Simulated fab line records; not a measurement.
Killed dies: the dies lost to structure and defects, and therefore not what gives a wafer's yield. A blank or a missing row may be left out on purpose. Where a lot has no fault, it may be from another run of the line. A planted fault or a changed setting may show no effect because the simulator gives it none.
A lot that was struck, set against a sound lot -- flow gf180mcu -- 14 out of 602 route steps
Sound: the wafers L998.2, L998.5, L998.6. Wafers struck: L992.1, L992.2, L992.4. The cause is named last.
Order at every step that has rows: each side's tool, ch and its chambers, its first start. Under that, the readings that differ: sound wafers -- struck wafers -- difference of the means -- sigmas: that difference in standard deviations of wafers without a fault.
alike: readings whose means differ by less than 2 such deviations, and words and numbers that are the same on both sides. not compared: withheld readings, readings that some wafer has no value for, bounds like >300 that may hide the same value, and numbers for which the record gives no deviation and whose values overlap.
A row with sigmas, a row that says differs or no value, or rows on one side alone: a step with any of these is where the two part. When numbers do not overlap yet have no deviation, they are printed without sigmas and do not part them. Lack of a reading on every wafer of one side parts them only where that side has two or more wafers.

first, 1 step without rows for these wafers: GF_V5_CVD_00 (deposits SiO2, target thk 300 nm, time 50.87 s).
GF_V5_THK_MEAS_01:
  sound: film_metro-02 at day 31 04:30; struck: film_metro-03 at day 30 04:01
  alike: V5_CVD_00_THK
GF_V5_CVD_02: deposits SiO2 from TEOS, target thk 1450 nm, time 163.28 s.
  sound on pecvd-01 ch 0,1,2, day 31 04:33; struck on pecvd-01 ch 0,2, day 30 04:04
  alike: heater_power_outer_w, heater_power_w, rf_fwd_power_W
GF_V5_THK_MEAS_03:
  sound: film_metro-03 at day 31 04:40; struck: film_metro-03 at day 30 04:10
  alike: V5_CVD_02_THK
GF_V5_CMP_04: polishes SiO2.
  sound on cmp-01 ch 0,2,3, day 31 04:52; struck on cmp-02 ch 0,1,2, day 30 04:14
  alike: motor_current_A
GF_V5_BOW_MEAS_05:
  sound: film_metro-03 at day 31 05:02; struck: film_metro-02 at day 30 04:32
  alike: V5_BOW
then, 6 steps without rows for these wafers: GF_V5_DEHYDRATE_06 (time 60 s); GF_V5_HMDS_07 (prime time 60 s); GF_V5_COAT_08; GF_V5_COAT_09 (resist thk 1000 nm); GF_V5_SOFTBAKE_10 (time 60 s); GF_V5_EXPOSE_11 (exposes mask Via5, target cd 260 nm).
GF_V5_PEB_12: peb time 90 s.
  sound on litho_track-04 ch 0, day 31 21:51; struck on litho_track-03, day 30 22:37
  no value came back on the struck wafers for chill_plate_temp_C (C), exhaust_pa (Pa); on the sound wafers chill_plate_temp_C (C) reads 23.07 23.09 23.09
then, 1 step without rows for these wafers: GF_V5_DEVELOP_13 (develop time 60 s).

## WHERE THEY PART
Within this record, at GF_V5_PEB_12 only.

WHY: what had been put in by the simulator
Step skipped in full: litho_track-03, at GF_V5_PEB_12, from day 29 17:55 onward. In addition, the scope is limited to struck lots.
